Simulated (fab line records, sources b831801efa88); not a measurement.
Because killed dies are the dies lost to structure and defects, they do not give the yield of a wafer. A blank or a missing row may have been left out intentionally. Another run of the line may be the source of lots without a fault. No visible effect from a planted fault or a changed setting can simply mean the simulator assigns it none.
What tool caused it? | flow sky130 | Sampling: 24 lots, 72 wafers, 6 of 708 route steps

WHAT THE GAUGES SHOWED, per wafer
SKY_METAL1_THK_MEAS_06: measures by xrf. Usual: METAL1_ALCU_THK gives 248.2 nm (standard deviation 2.7).
lot  | measured     | on            | METAL1_ALCU_THK (nm) | flag
L074 | day 31 22:54 | film metro-03 | 247.1 248.2 248.8    |
L075 | day 32 02:08 | film metro-04 | 248.6 249.8 248.2    |
L076 | day 32 05:35 | film metro-03 | 249.6 249.5 248.5    |
L077 | day 32 19:29 | film metro-01 | 252.0 253.2 253.3    |
L078 | day 32 20:38 | film metro-04 | 249.8 244.0 245.0    |
L079 | day 33 02:41 | film metro-03 | 247.2 248.6 248.1    |
L080 | day 33 08:47 | film metro-01 | 246.6 245.4 244.8    |
L081 | day 33 16:45 | film metro-03 | 244.4 246.1 243.5    |
L082 | day 34 04:44 | film metro-01 | 251.0 247.9 251.4    |
L083 | day 34 09:12 | film metro-03 | 248.9 246.2 247.4    |
L084 | day 34 11:26 | film metro-01 | 244.4 245.1 244.6    |
L085 | day 35 02:50 | film metro-03 | 250.4 249.5 251.0    |
L086 | day 35 06:59 | film metro-01 | 245.5 246.9 247.3    |
L087 | day 35 14:47 | film metro-01 | 243.5 246.9 246.3    |
L088 | day 36 09:11 | film metro-01 | 249.8 248.2 247.5    |
L089 | day 36 13:49 | film metro-04 | 251.2 252.4 248.9    |
L090 | day 37 03:40 | film metro-01 | 247.0 248.6 249.1    |
L091 | day 37 10:13 | film metro-03 | 250.5 250.7 250.8    |
L093 | day 37 15:52 | film metro-04 | 247.2 250.6 248.7    |
L092 | day 37 16:10 | film metro-04 | 244.8 244.3 246.3    |
L094 | day 37 18:36 | film metro-01 | 251.1 249.1 250.9    |
L095 | day 38 21:55 | film metro-04 | 250.1 252.3 252.3    |
L097 | day 38 23:10 | film metro-04 | 249.4 249.9 248.8    |
L096 | day 39 07:11 | film metro-01 | 248.9 250.8 248.9    |

SKY_CAP2M_OVL_MEAS_12. Usual: CAP2M_OVL gives -0.5 nm (standard deviation 1.2).
lot  | measured     | on         | CAP2M_OVL (nm) | flag
L074 | day 40 23:21 | overlay-02 | -0.4 -1.4 -0.8 |
L075 | day 41 00:59 | overlay-01 | -0.4 -0.1 -0.4 |
L076 | day 41 05:29 | overlay-01 | -3.6 -1.4 -0.5 |
L077 | day 41 12:14 | overlay-02 | -1.4 -1.2 -1.6 |
L078 | day 41 18:55 | overlay-02 | 0.2 -0.3 -0.5  |
L079 | day 42 00:02 | overlay-01 | 0.8 -0.1 0.8   |
L080 | day 42 05:17 | overlay-02 | -1.9 -1.6 -1.6 |
L081 | day 42 08:26 | overlay-02 | -0.5 0.2 -1.1  |
L082 | day 42 23:11 | overlay-01 | -0.3 -1.6 -0.2 |
L083 | day 43 02:35 | overlay-02 | -0.2 -0.9 -2.2 |
L084 | day 43 05:14 | overlay-01 | -0.7 1.3 -0.3  |
L085 | day 43 14:44 | overlay-01 | 0.5 -3.1 0.1   |
L086 | day 44 02:56 | overlay-01 | -0.9 -1.5 1.1  |
L087 | day 44 04:50 | overlay-02 | -0.7 0.8 0.9   |
L088 | day 44 21:20 | overlay-01 | 1.4 0.3 1.7    |
L089 | day 44 23:47 | overlay-01 | 0.1 -0.5 -0.9  |
L090 | day 45 09:11 | overlay-02 | -2.3 -1.3 -1.8 |
L091 | day 45 19:56 | overlay-01 | 0.8 1.3 1.1    |
L093 | day 45 21:25 | overlay-02 | -1.4 -0.6 -0.7 |
L092 | day 45 22:53 | overlay-01 | -1.8 0.7 -0.2  |
L094 | day 46 02:17 | overlay-01 | -0.2 -0.7 -0.6 |
L095 | day 46 23:32 | overlay-01 | 0.3 0.4 -1.3   |
L097 | day 47 00:19 | overlay-01 | -0.4 1.5 2.6   |
L096 | day 47 05:08 | overlay-01 | -0.2 -0.6 -1.3 |

WHICH TOOL RAN EACH LOT (tool, then ch and the chambers of the sampled wafers, then the start)
lot  | SKY_METAL1_SPUTTER_00        | SKY_METAL2_SPUTTER_02        | SKY_VIA2_CMP_02               | SKY_VIA3_STRIP_16
L074 | pvd sputter-04, day 31 22:37 | pvd sputter-03, day 34 07:55 | cmp-02 ch 0,1,2, day 35 11:07 | plasma asher-02 ch 0,1, day 39 21:26
L075 | pvd sputter-04, day 32 01:51 | pvd sputter-03, day 34 11:10 | cmp-02 ch 0,1, day 35 14:42   | plasma asher-03 ch 0,1, day 39 23:28
L076 | pvd sputter-01, day 32 05:18 | pvd sputter-03, day 34 12:48 | cmp-02 ch 0,1,2, day 35 16:19 | plasma asher-03 ch 0,1, day 40 03:02
L077 | pvd sputter-03, day 32 19:13 | pvd sputter-03, day 35 02:20 | cmp-01 ch 1,2,3, day 36 04:39 | plasma asher-02 ch 0,1, day 40 11:17
L078 | pvd sputter-03, day 32 20:22 | pvd sputter-02, day 35 04:38 | cmp-02 ch 0,2,3, day 36 07:28 | plasma asher-02 ch 0,1, day 40 17:05
L079 | pvd sputter-03, day 33 02:25 | pvd sputter-03, day 35 10:07 | cmp-01 ch 2,3, day 36 13:49   | plasma asher-02 ch 0,1, day 40 22:19
L080 | pvd sputter-04, day 33 08:30 | pvd sputter-03, day 35 15:57 | cmp-02 ch 0,1,3, day 36 19:17 | plasma asher-04 ch 0,1, day 41 03:13
L081 | pvd sputter-04, day 33 16:29 | pvd sputter-03, day 35 22:48 | cmp-01 ch 0,2,3, day 37 01:59 | plasma asher-03 ch 0,1, day 41 08:11
L082 | pvd sputter-03, day 34 04:28 | pvd sputter-03, day 36 12:28 | cmp-01 ch 1,2,3, day 37 15:35 | plasma asher-03 ch 0,1, day 41 21:44
L083 | pvd sputter-03, day 34 08:56 | pvd sputter-02, day 36 16:09 | cmp-02 ch 0,2,3, day 37 19:16 | plasma asher-02 ch 0,1, day 42 02:07
L084 | pvd sputter-04, day 34 11:11 | pvd sputter-02, day 36 18:09 | cmp-01 ch 0,2,3, day 37 21:27 | plasma asher-04 ch 0, day 42 04:13
L085 | pvd sputter-04, day 35 02:34 | pvd sputter-03, day 37 09:00 | cmp-02 ch 0,1,3, day 38 11:03 | plasma asher-04 ch 0,1, day 42 14:41
L086 | pvd sputter-04, day 35 06:43 | pvd sputter-03, day 37 13:44 | cmp-02 ch 0,1,2, day 38 16:22 | plasma asher-04 ch 0,1, day 43 02:26
L087 | pvd sputter-03, day 35 14:31 | pvd sputter-01, day 37 21:15 | cmp-01 ch 1,2, day 38 23:29   | plasma asher-02 ch 0,1, day 43 04:51
L088 | pvd sputter-03, day 36 08:55 | pvd sputter-01, day 38 15:07 | cmp-02 ch 1,2,3, day 39 17:11 | plasma asher-04 ch 0,1, day 43 21:15
L089 | pvd sputter-03, day 36 13:33 | pvd sputter-01, day 38 19:58 | cmp-01 ch 0,2, day 39 21:52   | plasma asher-02 ch 0,1, day 44 00:21
L090 | pvd sputter-03, day 37 03:25 | pvd sputter-01, day 39 08:38 | cmp-01 ch 0,2,3, day 40 10:15 | plasma asher-03 ch 0,1, day 44 10:41
L091 | pvd sputter-04, day 37 09:58 | pvd sputter-03, day 39 16:06 | cmp-01 ch 0,2,3, day 40 18:57 | plasma asher-02 ch 0,1, day 44 20:32
L093 | pvd sputter-03, day 37 15:36 | pvd sputter-02, day 39 20:10 | cmp-01 ch 1,3, day 40 22:04   | plasma asher-02 ch 0,1, day 44 22:47
L092 | pvd sputter-04, day 37 15:54 | pvd sputter-03, day 39 20:40 | cmp-01 ch 1,2,3, day 40 22:19 | plasma asher-02 ch 0,1, day 44 23:38
L094 | pvd sputter-01, day 37 18:20 | pvd sputter-02, day 39 23:14 | cmp-01 ch 0,1,3, day 41 01:46 | plasma asher-02 ch 0,1, day 45 03:16
L095 | pvd sputter-04, day 38 21:39 | pvd sputter-03, day 41 02:14 | cmp-01 ch 0,1,3, day 42 03:16 | plasma asher-02 ch 1, day 46 01:29
L097 | pvd sputter-04, day 38 22:55 | pvd sputter-01, day 41 02:47 | cmp-01 ch 0,1, day 42 03:52   | plasma asher-02 ch 0,1, day 46 03:05
L096 | pvd sputter-03, day 39 06:54 | pvd sputter-01, day 41 09:43 | cmp-02 ch 0,2, day 42 10:43   | plasma asher-02 ch 0,1, day 46 07:05
- SKY_METAL1_SPUTTER_00: material Ti, target thk 15 nm, time 10 s.
- SKY_METAL2_SPUTTER_02: material AlCu, target thk 250 nm, time 12.93 s.
- SKY_VIA2_CMP_02: polishes SiO2.
- SKY_VIA3_STRIP_16: strips in O2/N2.

WHAT THE TOOLS THEMSELVES READ (means of the sampled wafers that have a number; where no wafer has one, the mark that the record gives instead)
SKY_METAL1_SPUTTER_00. Usual: throttle valve pct at 30.2 %, with a standard deviation of 1.4.
lot  | tool           | throttle valve pct (%) | flag
L074 | pvd sputter-04 | 30.4                   |
L075 | pvd sputter-04 | 30.2                   |
L076 | pvd sputter-01 | 29.4                   |
L077 | pvd sputter-03 | 30.6                   |
L078 | pvd sputter-03 | 29.1                   |
L079 | pvd sputter-03 | 30.7                   |
L080 | pvd sputter-04 | 30.2                   |
L081 | pvd sputter-04 | 30.1                   |
L082 | pvd sputter-03 | 29.9                   |
L083 | pvd sputter-03 | 30.9                   |
L084 | pvd sputter-04 | 30.5                   |
L085 | pvd sputter-04 | 30.4                   |
L086 | pvd sputter-04 | 30.4                   |
L087 | pvd sputter-03 | 30.7                   |
L088 | pvd sputter-03 | 29.1                   |
L089 | pvd sputter-03 | 32.3                   |
L090 | pvd sputter-03 | 30.7                   |
L091 | pvd sputter-04 | 30.4                   |
L093 | pvd sputter-03 | 31.6                   |
L092 | pvd sputter-04 | 30.2                   |
L094 | pvd sputter-01 | 30.5                   |
L095 | pvd sputter-04 | 30.1                   |
L097 | pvd sputter-04 | 30.5                   |
L096 | pvd sputter-03 | 29.9                   |

SKY_METAL2_SPUTTER_02. Usual: throttle valve pct at 30.0 %, with a standard deviation of 1.5.
lot  | tool           | throttle valve pct (%) | flag
L074 | pvd sputter-03 | 28.9                   |
L075 | pvd sputter-03 | 30.6                   |
L076 | pvd sputter-03 | 29.1                   |
L077 | pvd sputter-03 | 29.1                   |
L078 | pvd sputter-02 | 29.9                   |
L079 | pvd sputter-03 | 30.0                   |
L080 | pvd sputter-03 | 29.0                   |
L081 | pvd sputter-03 | 30.7                   |
L082 | pvd sputter-03 | 28.3                   |
L083 | pvd sputter-02 | 29.9                   |
L084 | pvd sputter-02 | 30.1                   |
L085 | pvd sputter-03 | 30.5                   |
L086 | pvd sputter-03 | 32.1                   |
L087 | pvd sputter-01 | 29.1                   |
L088 | pvd sputter-01 | 30.0                   |
L089 | pvd sputter-01 | 29.6                   |
L090 | pvd sputter-01 | 30.4                   |
L091 | pvd sputter-03 | 29.1                   |
L093 | pvd sputter-02 | 29.8                   |
L092 | pvd sputter-03 | 29.0                   |
L094 | pvd sputter-02 | 29.7                   |
L095 | pvd sputter-03 | 29.9                   |
L097 | pvd sputter-01 | 29.9                   |
L096 | pvd sputter-01 | 30.1                   |

SKY_VIA2_CMP_02. Usual: motor current A at 12.7 A, with a standard deviation of 1.1.
lot  | tool   | motor current A (A) | flag
L074 | cmp-02 | 12.1                |
L075 | cmp-02 | 11.3                |
L076 | cmp-02 | 12.8                |
L077 | cmp-01 | 13.3                |
L078 | cmp-02 | 11.9                |
L079 | cmp-01 | 13.6                |
L080 | cmp-02 | 11.5                |
L081 | cmp-01 | 12.6                |
L082 | cmp-01 | 13.5                |
L083 | cmp-02 | 12.0                |
L084 | cmp-01 | 12.8                |
L085 | cmp-02 | 11.6                |
L086 | cmp-02 | 12.7                |
L087 | cmp-01 | 14.1                |
L088 | cmp-02 | 12.8                |
L089 | cmp-01 | 13.2                |
L090 | cmp-01 | 12.7                |
L091 | cmp-01 | 13.0                |
L093 | cmp-01 | 13.0                |
L092 | cmp-01 | 13.2                |
L094 | cmp-01 | 12.7                |
L095 | cmp-01 | 12.4                |
L097 | cmp-01 | 13.1                |
L096 | cmp-02 | 12.7                |

SKY_VIA3_STRIP_16. Usual: drypump motor current A 5.9 A, standard deviation 0.52; o2 flow sccm 2999 sccm, standard deviation 8.2; oes product au 0.401 a.u., standard deviation 0.0046; strip time to endpoint s 4.126 s, standard deviation 0.019.
lot  | tool            | drypump motor current A (A) | o2 flow sccm (sccm) | oes product au (a.u.) | strip time to endpoint s (s) | flag
L074 | plasma asher-02 | 5.7                         | 2999                | 0.404                 | 4.137                        |
L075 | plasma asher-03 | 5.8                         | 2996                | 0.403                 | 4.123                        |
L076 | plasma asher-03 | 6.2                         | 3002                | 0.403                 | 4.088                        |
L077 | plasma asher-02 | 6.1                         | 2989                | 0.403                 | 4.146                        |
L078 | plasma asher-02 | 5.8                         | 2992                | 0.398                 | 4.134                        |
L079 | plasma asher-02 | 6.1                         | 3000                | 0.403                 | 4.143                        |
L080 | plasma asher-04 | 5.4                         | 2999                | 0.406                 | 4.124                        |
L081 | plasma asher-03 | 5.8                         | 3005                | 0.399                 | 4.126                        |
L082 | plasma asher-03 | 6.2                         | 2993                | 0.396                 | 4.101                        |
L083 | plasma asher-02 | 5.8                         | 2998                | 0.400                 | 4.128                        |
L084 | plasma asher-04 | 6.2                         | 2997                | 0.400                 | 4.107                        |
L085 | plasma asher-04 | 5.5                         | 2998                | 0.400                 | 4.110                        |
L086 | plasma asher-04 | 5.5                         | 2994                | 0.399                 | 4.111                        |
L087 | plasma asher-02 | 5.8                         | 2995                | 0.405                 | 4.130                        |
L088 | plasma asher-04 | 5.5                         | 3010                | 0.403                 | 4.129                        |
L089 | plasma asher-02 | 5.7                         | 3000                | 0.398                 | 4.144                        |
L090 | plasma asher-03 | 6.2                         | 3000                | 0.399                 | 4.143                        |
L091 | plasma asher-02 | 5.7                         | 2996                | 0.402                 | 4.138                        |
L093 | plasma asher-02 | 6.1                         | 3001                | 0.400                 | 4.130                        |
L092 | plasma asher-02 | 6.1                         | 2999                | 0.403                 | 4.110                        |
L094 | plasma asher-02 | 6.1                         | 3004                | 0.402                 | 4.129                        |
L095 | plasma asher-02 | 6.4                         | 3005                | 0.402                 | 4.138                        |
L097 | plasma asher-02 | 5.8                         | 3005                | 0.404                 | 4.158                        |
L096 | plasma asher-02 | 6.1                         | 2996                | 0.402                 | 4.119                        |

THE ANSWER, worked out from the rows above alone
Rule: a lot is off if the mean of its wafers that have a number lies more than 3 standard deviations from the usual mean. A lot without any number at a reading at which 4 lots or more have one is off too. The other lots that the step has rows for count as sound. After the gauges, taken in route order, come the tools' own readings; for these a lot's mean is taken, as printed above. The first step at which some lot is off is used, and at that step the reading that is off furthest; a lot without a number counts as furthest.
No lot is off on any of the readings shown, so nothing can be concluded from this.

WHAT THE SIMULATOR HAD PUT IN
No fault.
